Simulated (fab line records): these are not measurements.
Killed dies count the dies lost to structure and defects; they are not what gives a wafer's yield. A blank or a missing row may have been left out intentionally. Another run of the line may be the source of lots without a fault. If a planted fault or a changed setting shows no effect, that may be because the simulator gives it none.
fab line records -- flow sky130
record lots=5, wafers=15, last_day=50
route steps=708 shown NWELL@79 PWDE@84 VT_ADJUST_HVTP@85 PAD_OPEN@708
lots untouched by any fault: they come from a run of this same line in which no faults occurred
start_h: hours from the record's opening day to when the first of the lot's shown wafers began -- wait_h: hours from the lot's prior step to this one -- " repeats the value in the row above -- L1.1+2: one row covering several wafers at once -- - either no value or no given start -- * or withheld: withheld -- < > ~ a bound
route shown NAME@n: a module of which the file shows steps, and the number in the route of the first -- usual: average and standard deviation across the fault-free wafers -- same: alike in all rows -- chamber/n: place in a boat -- sites: readings site by site -- _std_site: their standard deviation -- _edge_site: outer sites' mean less inner sites' -- radius_mm: for every site, how far away it sits from the centre of the wafer -- mask NAME#n: copy n -- behind: tool/chamber where the wafer was last shaped -- hold: the reason the lot was held/the length of the hold in hours/how it ended -- device: the transistor (n, p or np) that didn't switch -- end of line: tests run on the same wafers once the route is complete -- a step given without rows: its recipe and nothing more -- killed: the dies lost at the first sort to structure and to defects; this is not the yield of the wafer -- map: dies across one wafer; x = killed, . = not, _ = none there
set.NAME: the setting that was run; set.NAME@STEP: the one run at that earlier step -- model.NAME: the simulator's own value behind a step, which no gauge read
lots seen at some steps along the route; tables by step, rows by wafer
## steps
# step SKY_NWELL_TW_MEAS_26
# usual NWELL_2_TW=496/4.1
lot.wafer,tool,chamber,start_h,wait_h,NWELL_2_TW
L488.2,film_metro-02,-,113.63,0.1,489
L488.4,film_metro-02,-,113.63,0.1,489
L488.6,film_metro-02,-,113.63,0.1,491
L495.2,film_metro-02,-,159.03,0.1,490
L495.3,film_metro-02,-,159.03,0.1,492
L495.5,film_metro-02,-,159.03,0.1,492
L500.1,film_metro-02,-,184.94,0.1,491
L500.4,film_metro-02,-,184.94,0.1,490
L500.5,film_metro-02,-,184.94,0.1,492
L506.2,film_metro-03,-,223.35,0.1,497
L506.4,film_metro-03,-,223.35,0.1,500
L506.5,film_metro-03,-,223.35,0.1,496
L507.1,film_metro-03,-,229.52,0.1,496
L507.3,film_metro-03,-,229.52,0.1,494
L507.6,film_metro-03,-,229.52,0.1,497
# step SKY_NWELL_CLEAN_27
# recipe chemistry=SC1/SC2, mix=1:4:20, temp_c=70, time_s=150, dry=n2_spin
# step SKY_NWELL_RTA_28
# recipe temp_c=1050, time_s=30, idle_temp_c=650, ramp_up_c_per_s=150, ramp_down_c_per_s=90, ambient=N2
# usual lamp_power_pct=25.31/0.058, wafer_temp_C_max=1055.0/0.95
lot.wafer,tool,chamber,start_h,wait_h,lamp_power_pct,wafer_temp_C_max
L488.2,rtp_anneal-01,0,113.75,0.0,25.34,1054.6
L488.4,rtp_anneal-01,0,113.75,0.0,25.30,1056.6
L488.6,rtp_anneal-01,0,113.75,0.0,25.28,1055.6
L495.2,rtp_anneal-02,0,159.22,0.0,25.32,1055.0
L495.3,rtp_anneal-02,0,159.22,0.0,25.31,1054.7
L495.5,rtp_anneal-02,0,159.22,0.0,25.33,1055.5
L500.1,rtp_anneal-02,0,185.05,0.0,25.27,1054.1
L500.4,rtp_anneal-02,0,185.05,0.0,25.24,1055.9
L500.5,rtp_anneal-02,0,185.05,0.0,25.20,1055.1
L506.2,rtp_anneal-02,0,223.47,0.0,25.28,1055.1
L506.4,rtp_anneal-02,0,223.47,0.0,25.29,1054.3
L506.5,rtp_anneal-02,0,223.47,0.0,25.24,1055.0
L507.1,rtp_anneal-01,0,229.64,0.0,25.27,1058.3
L507.3,rtp_anneal-01,0,229.64,0.0,25.33,1055.4
L507.6,rtp_anneal-01,0,229.64,0.0,25.35,1057.7
# step SKY_NWELL_RS_MEAS_29
# recipe thk_meas_gauge=four-point-probe
# usual NWELL_RS=624.6/1.9
lot.wafer,tool,chamber,start_h,wait_h,NWELL_RS[ohm/sq]
L488.2,film_metro-03,-,113.85,0.1,623.1
L488.4,film_metro-03,-,113.85,0.1,623.9
L488.6,film_metro-03,-,113.85,0.1,623.1
L495.2,film_metro-04,-,159.32,0.1,624.8
L495.3,film_metro-04,-,159.32,0.1,625.6
L495.5,film_metro-04,-,159.32,0.1,624.2
L500.1,film_metro-04,-,185.15,0.1,624.1
L500.4,film_metro-04,-,185.15,0.1,625.8
L500.5,film_metro-04,-,185.15,0.1,624.5
L506.2,film_metro-03,-,223.57,0.1,623.0
L506.4,film_metro-03,-,223.57,0.1,621.7
L506.5,film_metro-03,-,223.57,0.1,624.9
L507.1,film_metro-02,-,229.74,0.1,625.6
L507.3,film_metro-02,-,229.74,0.1,628.8
L507.6,film_metro-02,-,229.74,0.1,628.8
# step SKY_NWELL_RS_MEAS_31
# recipe thk_meas_gauge=four-point-probe
# usual PWDE_RS=5278/17
lot.wafer,tool,chamber,start_h,wait_h,PWDE_RS[ohm/sq]
L488.2,film_metro-03,-,114.09,0.1,5271
L488.4,film_metro-03,-,114.09,0.1,5272
L488.6,film_metro-03,-,114.09,0.1,5268
L495.2,film_metro-04,-,159.56,0.1,5334
L495.3,film_metro-04,-,159.56,0.1,5299
L495.5,film_metro-04,-,159.56,0.1,5324
L500.1,film_metro-04,-,185.39,0.1,5280
L500.4,film_metro-04,-,185.39,0.1,5272
L500.5,film_metro-04,-,185.39,0.1,5252
L506.2,film_metro-03,-,223.81,0.1,5282
L506.4,film_metro-03,-,223.81,0.1,5261
L506.5,film_metro-03,-,223.81,0.1,5273
L507.1,film_metro-02,-,229.98,0.1,5268
L507.3,film_metro-02,-,229.98,0.1,5258
L507.6,film_metro-02,-,229.98,0.1,5259
# step SKY_VT_ADJUST_HVTP_DEHYDRATE_00
# recipe temp_c=200, time_s=60
# step SKY_VT_ADJUST_HVTP_HMDS_01
# recipe prime_time_s=60, prime_temp_c=120
# step SKY_VT_ADJUST_HVTP_COAT_02
# recipe resist=NOVOLAK, spin_rpm=3000, resist_thk_nm=1140
# step SKY_VT_ADJUST_HVTP_SOFTBAKE_03
# recipe temp_c=90, time_s=60, resist=NOVOLAK
# step SKY_VT_ADJUST_HVTP_EXPOSE_04
# recipe mask_id=HVTPM, na=0.6, source_shape=conventional, sigma_outer=0.6, polarization=unpolarized, target_cd_nm=380, dose_mj=140
# step SKY_VT_ADJUST_HVTP_PEB_05
# recipe temp_c=withheld, time_s=*, resist=NOVOLAK
# step SKY_VT_ADJUST_HVTP_DEVELOP_06
# recipe resist=NOVOLAK, developer=TMAH, develop_time_s=60, dev_temp_c=23
lot.wafer,tool,chamber,start_h,wait_h
L488.2+4+6,litho_track-02,0,132.23,0.1
L495.2+3+5,litho_track-04,0,178.51,0.1
L500.1+4+5,litho_track-02,0,206.50,0.1
L506.2+4+5,litho_track-02,0,247.03,0.1
L507.1+3+6,litho_track-04,0,253.34,0.1
# step SKY_VT_ADJUST_HVTP_CD_MEAS_07
# recipe target_cd_nm=380
# usual cd_nm=380.3/2.3
lot.wafer,tool,chamber,start_h,wait_h,cd_nm
L488.2,cd_sem-02,-,132.37,0.1,378.5
L488.4,cd_sem-02,-,132.37,0.1,377.0
L488.6,cd_sem-02,-,132.37,0.1,377.5
L495.2,cd_sem-01,-,178.66,0.1,371.7
L495.3,cd_sem-01,-,178.66,0.1,379.0
L495.5,cd_sem-01,-,178.66,0.1,375.9
L500.1,cd_sem-02,-,206.65,0.1,379.8
L500.4,cd_sem-02,-,206.65,0.1,380.2
L500.5,cd_sem-02,-,206.65,0.1,379.7
L506.2,cd_sem-02,-,247.17,0.1,379.9
L506.4,cd_sem-02,-,247.17,0.1,379.8
L506.5,cd_sem-02,-,247.17,0.1,378.7
L507.1,cd_sem-02,-,253.49,0.1,382.6
L507.3,cd_sem-02,-,253.49,0.1,383.0
L507.6,cd_sem-02,-,253.49,0.1,381.5
# step SKY_VT_ADJUST_HVTP_OVL_MEAS_08
# usual VT_ADJUST_HVTP_OVL=1.2/1.7
lot.wafer,tool,chamber,start_h,wait_h,VT_ADJUST_HVTP_OVL[nm]
L488.2,overlay-02,-,132.48,0.1,0.2
L488.4,overlay-02,-,132.48,0.1,0.3
L488.6,overlay-02,-,132.48,0.1,-1.4
L495.2,overlay-02,-,178.76,0.1,-0.1
L495.3,overlay-02,-,178.76,0.1,0.5
L495.5,overlay-02,-,178.76,0.1,0.0
L500.1,overlay-01,-,206.77,0.1,2.1
L500.4,overlay-01,-,206.77,0.1,2.1
L500.5,overlay-01,-,206.77,0.1,3.6
L506.2,overlay-02,-,247.28,0.1,0.3
L506.4,overlay-02,-,247.28,0.1,0.5
L506.5,overlay-02,-,247.28,0.1,2.0
L507.1,overlay-02,-,253.61,0.1,2.2
L507.3,overlay-02,-,253.61,0.1,3.2
L507.6,overlay-02,-,253.61,0.1,1.5
# step SKY_PAD_OPEN_PROBE_99
# usual killed_at_M0_to_M3=43/6.5, killed_at_M4_up=3.1/1.8, killed_at_contacts=24/5.6, killed_at_front_end=15/4.2, killed_at_other=0.3/0.5, killed_dies=86/8.9, killed_open=47/6.9, killed_short=39/5.9
# same gross_dies=492, killed_at_back_side=0
lot.wafer,tool,chamber,start_h,wait_h,killed_at_M0_to_M3,killed_at_M4_up,killed_at_contacts,killed_at_front_end,killed_at_other,killed_dies,killed_open,killed_short
L500.5,prober-02,-,1151.82,0.2,44,2,31,10,0,87,49,38
L507.1,prober-01,-,1189.41,0.1,42,4,30,9,2,87,56,31
L507.3,prober-01,-,1189.51,0.2,42,5,29,13,0,89,50,39
L507.6,prober-01,-,1189.66,0.2,48,3,17,19,0,87,50,37
# killed by level:class
L500.5 VIA1:geometric_particle:open=11 LI_CONTACT:geometric_particle:open=10 CONTACT:geometric_particle:short=8 CONTACT:geometric_particle:open=8 METAL2:geometric_particle:short=8 VIA2:geometric_particle:open=6 FIELD_ISO:geometric_particle:open=4 VIA1:geometric_particle:short=4
L507.1 CONTACT:geometric_particle:open=11 VIA1:geometric_particle:open=9 LI_CONTACT:geometric_particle:open=8 VIA2:geometric_particle:open=8 VIA3:geometric_particle:open=5 METAL2:geometric_particle:short=5 LOCAL_INTERCONNECT:geometric_particle:open=4 CONTACT:geometric_particle:short=4
L507.3 VIA1:geometric_particle:open=9 CONTACT:geometric_particle:open=9 VIA3:geometric_particle:open=9 LI_CONTACT:geometric_particle:open=8 POLY_GATE:geometric_particle:short=5 LOCAL_INTERCONNECT:geometric_particle:short=5 FIELD_ISO:geometric_particle:open=4 VIA2:geometric_particle:open=4
L507.6 VIA1:geometric_particle:open=11 POLY_GATE:geometric_particle:open=9 VIA2:geometric_particle:open=8 METAL2:geometric_particle:short=7 LI_CONTACT:geometric_particle:open=5 CONTACT:geometric_particle:open=5 VIA3:geometric_particle:open=5 POLY_GATE:geometric_particle:short=4
## key
first_sign step=SKY_VT_ADJUST_HVTP_CD_MEAS_07, reading=cd_nm, direction=down, sigmas=3.7, usual=380.3, struck=371.7
effect none on later readings
met_at SKY_VT_ADJUST_HVTP_DEVELOP_06
struck_wafers L495.2
tester_left_out L495
fault kind=process_parameter_drift, tool=litho_track-04, chamber=-, onset_h=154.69, steps=SKY_VT_ADJUST_HVTP_DEVELOP_06, channel=develop_time_s, offset=*, shape=step, end_h=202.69, scope=struck_wafers_only, acts_in=*, stated=*
# tester_left_out: of these lots the tester's yield and bins aren't shown, on N5 and GAA mostly nor the transistor test; their killed dies are dies lost to structure and defects alone, not to doping, threshold or leakage, so they don't give the yield
